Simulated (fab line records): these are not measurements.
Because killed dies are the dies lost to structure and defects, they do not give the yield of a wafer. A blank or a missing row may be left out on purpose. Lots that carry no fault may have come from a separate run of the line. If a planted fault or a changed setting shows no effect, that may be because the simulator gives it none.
Problem report, 8D (eight disciplines) form, completed by code || flow gf180mcu || the parts of the form that need people (team, actions taken, sign-off) are left out

1. PROBLEM STATEMENT
NSD_RS at GF_PSD_RS_MEAS_14 reads a mean of 41.23 ohm/sq on 2 wafers of 1 lot; wafers without a fault read 46.15 ohm/sq with a standard deviation of 0.08. That is -61 standard deviations from the usual mean.
The step: measures by four-point-probe.
First observed at day 17 15:26: wafer L932.1, on filmMetro-04. Wafers with a number at this step in the record: 15, from 5 lots. The rule behind "out" and "out of limits": a value lying over 4 standard deviations away from the usual mean. The rest of the wafers with a number are treated as sound.

2. WHAT IT IS, AND WHAT IT ISN'T
{"question": "which readings at this step", "is": "NSD_RS", "is not": "-"}
{"question": "which lots", "is": "L932", "is not": "L926, L942, L946, L947"}
{"question": "which wafers of those lots", "is": "L932.1, L932.4", "is not": "L932.2"}
{"question": "read on which gauges", "is": "filmMetro-04", "is not": "filmMetro-02, filmMetro-03"}
{"question": "when", "is": "from day 17 15:26", "is not": "up to then (4 sound wafers); but 9 sound wafers of L942, L946, L947 came after"}

3. SUSPECTS, AND WHAT RULES EACH OUT
Counting: if a tool at a process step up to the reading ran every lot that is out, it stays a suspect. Sound lots after the first of them don't rule it out here, since some wafers of a struck lot are sound.
- ruled out: the gauge at GF_PSD_RS_MEAS_14. All the wafers that are out were read on filmMetro-04, but those of them that GF_PSD_RTA_13 has rows for are out there too, on other tools.
- plasmaAsher-04 at GF_PSD_STRIP_10 (strips in O2/N2): kept. L932, the lot that is out, went through it at day 17 15:08; up to then, the latest sound lot through it was L926 at day 15 12:13.
- rtpAnneal-01 at GF_PSD_RTA_13 (time 20 s): kept. L932, the lot that is out, went through it at day 17 15:20; up to then, the latest sound lot through it was L926 at day 15 12:26. Its own runLengthS readings are out on those wafers.
- The sound lot-mates ran in chamber 1 of plasmaAsher-04 at GF_PSD_STRIP_10, but the wafers that are out ran in chamber 0.
Remaining after the count are plasmaAsher-04 at GF_PSD_STRIP_10 and rtpAnneal-01 at GF_PSD_RTA_13.

4. THE CAUSE (what the simulator had put in)
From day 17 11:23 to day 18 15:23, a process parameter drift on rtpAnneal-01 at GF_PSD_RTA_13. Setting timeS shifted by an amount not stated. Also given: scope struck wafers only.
Counting left 2 suspects, and this tool is among them.

5. THE CHAIN OF EFFECTS, in route order
Each row: a reading where the mean over the struck wafers with a number is more than 3 standard deviations away from the usual. Only readings for which the record gives a usual standard deviation are gone through. hours: the time from each lot's start at the first step in this table that gives one to its start at this step, as a median over the lots. sigmas: the change in usual standard deviations.
{"hours": 0, "step": "GF_PSD_RTA_13", "reading": "runLengthS", "usual": "48.64 s", "on struck wafers": 77.81, "change": "+29.17", "sigmas": "+99 or more"}
{"hours": 0, "step": "GF_PSD_RS_MEAS_14", "reading": "NSD_RS", "usual": "46.15 ohm/sq", "on struck wafers": 41.23, "change": -4.92, "sigmas": -61}
{"hours": 3, "step": "GF_PSD_RS_MEAS_15", "reading": "PSD_RS", "usual": "108.57 ohm/sq", "on struck wafers": 99.84, "change": -8.73, "sigmas": -29}
The process steps in it:
- GF_PSD_RTA_13: time 20 s.

6. HOW IT WOULD HAVE BEEN CAUGHT EARLIER
Counted from the fault's start at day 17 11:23, it took 4 hours until the first out-of-limits reading at a measuring or inspecting step in this record, taken at day 17 15:26.
Tool's own readings at GF_PSD_RTA_13, runLengthS: out on all struck wafers the step has rows for; an alarm limit on them would have tripped on the first.
All the lots that are out (1) had begun GF_PSD_RTA_13 on rtpAnneal-01 by day 17 15:26. Tool hold at that time: it would have spared none of them.
